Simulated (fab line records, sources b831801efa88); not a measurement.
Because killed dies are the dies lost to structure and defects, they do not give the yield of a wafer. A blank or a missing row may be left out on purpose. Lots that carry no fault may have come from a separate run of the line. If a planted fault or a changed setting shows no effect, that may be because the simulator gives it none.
A lot that was struck, set against a sound lot    flow sky130    37 steps out of a route of 708
Sound: wafers L296.1, L296.3, L296.5. Struck: wafer L308.1 (left out: L308.2, L308.3 of the same lot, which were not struck); the cause appears at the end.
Order at every step that has rows: each side's tool, ch and its chambers, its first start. Under that, the readings that differ: sound wafers    struck wafers    difference of the means    sigmas: that difference in standard deviations of wafers without a fault.
alike: same words and numbers on both sides, and readings whose means sit less than 2 such deviations apart. not compared: any withheld reading, any reading some wafer has no value for, any bound like >300 that may hide the same value, and any number with overlapping values for which the record gives no deviation.
Wherever a step has rows on one side only, a row that says differs or no value, or a row with sigmas, the two part there. Numbers that have no deviation but don't overlap get no sigmas and don't part them. Lack of a reading on every wafer of one side parts them only where that side has two or more wafers.

first, 10 steps without rows for these wafers: SKY_VIA3_CLEAN_18 (cleans in IPA, time 180 s); SKY_VIA3_CLEAN_19 (cleans in O3/DIW); SKY_VIA3_SPUTTER_20 (material TiN, target thk 20 nm, time 80 s); SKY_VIA3_CVD_21 (deposits W, target thk 390 nm, time 117.31 s); SKY_VIA3_CMP_24 (polishes, stops on SiO2, t overpolish 20 s, target thk 0 nm); SKY_METAL4_SPUTTER_00 (material Ti, target thk 15 nm, time 10 s); SKY_METAL4_SPUTTER_01 (material TiN, target thk 20 nm, time 16.7 s); SKY_METAL4_SPUTTER_02 (material AlCu, target thk 735 nm, time 39.1 s); SKY_METAL4_SPUTTER_03 (material Ti, target thk 5 nm, time 3.3 s); SKY_METAL4_SPUTTER_04 (material TiN, target thk 70 nm, time 58.3 s).
SKY_CAP2M_CVD_00: deposits SiO2, target thk 15.5 nm.
  sound on pecvd-04 ch 0,2, day 40 06:32; struck on pecvd-04 ch 0, day 43 07:04
reading                                sound              struck  difference  sigmas
rfFwdPowerW (W)                        440.8 442.3 438.3  370.2   -70.3       -39
model.SiO2_of_CAP2M_CVD_00.thkNm (nm)  15.05 14.97 15.32  14.35   -0.76       
  alike: heaterPowerW
SKY_CAP2M_THK_MEAS_01:
  struck on filmMetro-03, day 43 07:06; sound on filmMetro-01, day 40 06:33
reading                sound              struck  difference  sigmas
CAP2M_CVD_00_THK (nm)  15.08 14.98 15.30  14.38   -0.74       -3
then, 23 steps without rows for these wafers: SKY_CAP2M_SPUTTER_02 (material TiN, target thk 200 nm, time 166.7 s); SKY_CAP2M_DEHYDRATE_05 (time 60 s); SKY_CAP2M_HMDS_06 (prime time 60 s); SKY_CAP2M_COAT_07 (resist thk 1140 nm); SKY_CAP2M_SOFTBAKE_08 (time 60 s); SKY_CAP2M_EXPOSE_09 (exposes mask CAP2M, target cd 1000 nm); SKY_CAP2M_PEB_10; SKY_CAP2M_DEVELOP_11 (develop time 60 s); SKY_CAP2M_METAL_ETCH_13 (etches TiN in Cl2/BCl3, stops on SiO2, target depth 220 nm, time 62.9 s); SKY_CAP2M_STRIP_14 (strips in O2/N2); SKY_CAP2M_STRIP_15 (strips in post etch residue remover, time 1200 s); SKY_CAP2M_CLEAN_16 (cleans in IPA, time 180 s); SKY_CAP2M_CLEAN_17 (cleans in O3/DIW); SKY_METAL4_DEHYDRATE_05 (time 60 s); SKY_METAL4_HMDS_06 (prime time 60 s); SKY_METAL4_COAT_07 (resist thk 60 nm); SKY_METAL4_COAT_08 (resist thk 1140 nm); SKY_METAL4_SOFTBAKE_09 (time 90 s); SKY_METAL4_EXPOSE_10 (exposes mask MM4, target cd 300 nm); SKY_METAL4_PEB_11; SKY_METAL4_DEVELOP_12 (develop time 60 s); SKY_METAL4_DESCUM_15 (chemistry O2, time 8 s); SKY_METAL4_ETCH_16 (etches BARC in N2/H2, stops on SiO2, time 88.2 s, target depth 60 nm).
SKY_METAL4_ETCH_17: etches SiO2 in C4F8/O2/Ar, stops on TiN, time 3.9 s, target depth 15 nm.
  sound on rieDiel-03 ch 1,2,3, day 42 06:19; struck on rieDiel-04 ch 3, day 45 04:49
reading                  sound              struck  difference  sigmas
oesProductAu (a.u.)      0.745 0.742 0.762  0.720   -0.030      -4
model.etch.depthNm (nm)  15.05 14.97 15.32  14.35   -0.76       
  alike: chamberPressureMTorr
  not compared: rfHoursCounterH
-- the record jumps here: 4 days lie between the struck wafers' starts before and after (it left off in module METAL4 and takes up again in module PAD_OPEN, whose first step shown is number 708 of the route) --
SKY_PAD_OPEN_PROBE_99:
  struck on prober-02, day 48 19:08; sound on prober-01, day 46 04:09
reading                            sound                 struck  difference  sigmas
killedOpen                         53 42 44              67      +21         +3
sort_bin_6_memory (%)              7.7 5.5 5.7           8.7     +2.4        +2
model.etest.capMim2.bvV (V)        13.68 13.93 13.03     12.48   -1.07       
model.etest.capMim2.leakLog10ACm2  -9.006 -8.767 -8.715  -8.634  +0.195      
model.etest.capMim2.cFfUm2         2.433 2.442 2.379     2.492   +0.074      
  alike: defectLimitedYield, killed_at_M0_to_M3, killed_at_M4_up, killedAtContacts, killedAtFrontEnd, killedAtOther, killedDies, killedShort, sort_bin_3_pad_short, sort_bin_5_function, sortNPass, sortYieldPct

== WHERE THEY PART ==
First at SKY_CAP2M_CVD_00; last, within this record, at SKY_PAD_OPEN_PROBE_99.

WHY: whatever the simulator had introduced
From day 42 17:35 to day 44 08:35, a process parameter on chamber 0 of pecvd-04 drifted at SKY_CAP2M_CVD_00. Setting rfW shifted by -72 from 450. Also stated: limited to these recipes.
